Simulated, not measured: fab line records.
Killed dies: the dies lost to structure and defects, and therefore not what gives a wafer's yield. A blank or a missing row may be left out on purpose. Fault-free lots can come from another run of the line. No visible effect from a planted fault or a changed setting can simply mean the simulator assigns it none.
Chamber matching	flow gf180mcu	GF_V1_ETCH_17 on rieDiel-02 has 3 sister chambers
The step etches SiO2 in C4F8/O2/Ar, stops on TiN, target depth 630 nm. 16 wafers are shown with their chamber, then 6 later ones without.

== WAFERS, EACH WITH ITS CHAMBER ==
wafer	chamber	oesProductAu (a.u.)	biasW (W)
L344.1	1	0.855	1201
L344.4	3	0.859	1200
L344.6	1	0.851	1202
L345.2	3	0.845	1203
L345.5	1	0.860	1200
L345.6	0	0.862	1201
L346.2	0	0.856	1204
L346.3	1	0.849	1198
L346.5	3	0.862	1198
L351.2	3	0.860	1201
L351.5	1	0.859	1199
L351.6	0	0.862	1193
L354.1	3	0.856	1201
L354.2	0	0.854	1203
L354.6	3	0.851	1199
L356.2	3	0.854	1203

SIGNATURES (averages over the wafers above)
reading	chamber 0	chamber 1	chamber 3	scatter within a chamber
oesProductAu	0.85850	0.85480	0.85529	0.0052
biasW	1200.25	1200.00	1200.71	2.86
Rule: for each reading, subtract the chamber's mean from the wafer's reading, divide by that reading's scatter and square the result; add these up over the readings and take the root, which gives the wafer's distance from the chamber. The wafer belongs to the nearest chamber; if the next one is less than 2 further off, it can't be placed. How the scatter is found: for the shown wafers, subtract from each reading the mean of its chamber, square and add these, divide the total by (wafers less chambers), then take the root.

== WAFERS WITHOUT THEIR CHAMBER ==
wafer	oesProductAu (a.u.)	biasW (W)
L356.3	0.858	1200
L356.6	0.851	1203
L361.1	0.851	1195
L361.2	0.852	1195
L361.3	0.857	1196
L364.4	0.853	1199

== CHAMBER TAKEN BY EACH ==
wafer	from the rows above	in truth
L356.3	can't be placed: 0 or 3 or 1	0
L356.6	can't be placed: 3 or 1 or 0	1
L361.1	can't be placed: 1 or 3 or 0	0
L361.2	can't be placed: 1 or 3 or 0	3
L361.3	can't be placed: 1 or 0 or 3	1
L364.4	can't be placed: 1 or 3 or 0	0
0 of 6 placed correctly. From these rows, 6 cannot be placed; in 6 the true chamber is one of the candidates. Placed wrongly: 0.
